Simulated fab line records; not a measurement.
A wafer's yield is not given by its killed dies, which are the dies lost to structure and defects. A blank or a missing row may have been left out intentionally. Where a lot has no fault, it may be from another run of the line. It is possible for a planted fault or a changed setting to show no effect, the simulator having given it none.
What tool caused it?    flow sky130    Sampling: 12 lots, 36 wafers, 2 of 708 route steps

WHAT THE GAUGES SHOWED, per wafer
SKY_VIA2_THK_MEAS_23: measures by xrf.
lot   measured      on             VIA2_W_THK (nm)
L075  day 36 10:26  film_metro-03  419 417 421
L077  day 37 09:17  film_metro-02  427 428 434
L079  day 38 01:07  film_metro-02  424 417 417
L081  day 38 16:01  film_metro-02  420 419 420
L083  day 39 11:44  film_metro-01  429 430 429
L085  day 39 21:22  film_metro-03  425 421 418
L087  day 40 14:53  film_metro-03  412 412 413
L089  day 41 09:22  film_metro-01  427 425 426
L091  day 41 18:47  film_metro-02  424 425 423
L093  day 42 05:49  film_metro-03  421 424 417
L094  day 42 15:25  film_metro-01  428 430 428
L097  day 43 12:53  film_metro-03  422 417 421

TOOL THAT RAN EACH LOT (tool first, then ch and the chambers of the sampled wafers, then the start)
lot   SKY_VIA2_ETCH_15
L075  rie_diel-02 ch 0,1, day 36 09:26
L077  rie_diel-02 ch 2,3, day 37 08:17
L079  rie_diel-01 ch 0,1,3, day 38 00:09
L081  rie_diel-01 ch 0,1, day 38 14:59
L083  rie_diel-02 ch 0,3, day 39 10:45
L085  rie_diel-04 ch 0,2,3, day 39 20:20
L087  rie_diel-01 ch 0,1,3, day 40 13:29
L089  rie_diel-04 ch 0,1,2, day 41 08:17
L091  rie_diel-04 ch 0,1,2, day 41 17:18
L093  rie_diel-04 ch 0,2,3, day 42 04:51
L094  rie_diel-02 ch 1,2,3, day 42 14:26
L097  rie_diel-02 ch 0,2,3, day 43 11:51
- SKY_VIA2_ETCH_15: etches SiO2 in C4F8/O2/Ar, stops on TiN, target depth 546 nm, time 85.76 s.

THE ANSWER, worked out from the rows above alone
Rule: the lots themselves supply what counts as usual. The widest of any qualifying gaps counts: lots, ordered by their means at a reading, are off when they make up no more than a third of the lots, leave a main group of 4 or more, and stand apart from it by 3 or more times the standard deviation of that group's means. A main group is skipped when, at the precision printed for the reading in the tables above, its means are all equal. A lot without any number at a reading at which 4 lots or more have one is off too. All remaining lots with rows at the step are treated as sound.
Nothing can be told from this: no lot is off at any reading shown.

WHAT THE SIMULATOR HAD PUT IN
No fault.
